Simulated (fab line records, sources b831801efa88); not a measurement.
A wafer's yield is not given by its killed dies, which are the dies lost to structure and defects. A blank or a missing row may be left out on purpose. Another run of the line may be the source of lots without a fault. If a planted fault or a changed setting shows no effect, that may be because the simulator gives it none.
Chamber matching + flow gf180mcu + pecvd-01 running GF_V4_CVD_02: 3 sister chambers
The step deposits SiO2 from TEOS, target thk 850 nm, time 94.851 s. 14 wafers are shown with their chamber, then 7 later ones without.

## WAFERS, EACH WITH ITS CHAMBER
| wafer  | chamber | heater_power_w (W) | heater_power_outer_w (W) |
|--------|---------|--------------------|--------------------------|
| L075.1 | 2       | 735                | 461                      |
| L075.5 | 0       | 976                | 535                      |
| L075.6 | 2       | 639                | 368                      |
| L077.1 | 0       | 820                | 434                      |
| L077.5 | 1       | 521                | 262                      |
| L077.6 | 2       | 783                | 463                      |
| L079.2 | 2       | 727                | 455                      |
| L079.4 | 1       | 528                | 259                      |
| L079.5 | 2       | 776                | 458                      |
| L083.1 | 0       | 830                | 444                      |
| L083.5 | 0       | 885                | 503                      |
| L083.6 | 2       | 787                | 503                      |
| L086.3 | 2       | 687                | 420                      |
| L086.5 | 2       | 730                | 433                      |

SIGNATURES, as means of the wafers listed above
| reading              | chamber 0 | chamber 1 | chamber 2 | scatter within a chamber |
|----------------------|-----------|-----------|-----------|--------------------------|
| heater_power_w       | 877.75    | 524.50    | 733.00    | 55.3                     |
| heater_power_outer_w | 479.00    | 260.50    | 445.12    | 40.3                     |
Rule: distance of a wafer from a chamber = root of the sum over the readings of ((wafer's reading minus chamber's mean) / reading's scatter) squared. If the next closest chamber is less than 2 further off than the closest, the wafer can't be placed; otherwise it belongs to the closest. The scatter: take each reading less its chamber's mean, square it, sum over the shown wafers, divide by the number of wafers less the number of chambers, and take the root.

## WAFERS MISSING THEIR CHAMBER
| wafer  | heater_power_w (W) | heater_power_outer_w (W) |
|--------|--------------------|--------------------------|
| L086.6 | 954                | 529                      |
| L090.1 | 768                | 468                      |
| L090.4 | 787                | 490                      |
| L090.6 | 934                | 518                      |
| L092.1 | 522                | 270                      |
| L092.5 | 779                | 485                      |
| L092.6 | 567                | 286                      |

## WHICH CHAMBER EACH ONE RAN IN
| wafer  | from the rows above     | in truth |
|--------|-------------------------|----------|
| L086.6 | 0                       | 0        |
| L090.1 | can't be placed: 2 or 0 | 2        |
| L090.4 | can't be placed: 2 or 0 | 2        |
| L090.6 | 0                       | 0        |
| L092.1 | 1                       | 1        |
| L092.5 | can't be placed: 2 or 0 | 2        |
| L092.6 | 1                       | 1        |
Correct placement for 4 of the 7. Not placeable from these rows: 3 (in 3, the candidates include the true chamber). Number placed wrongly: 0.
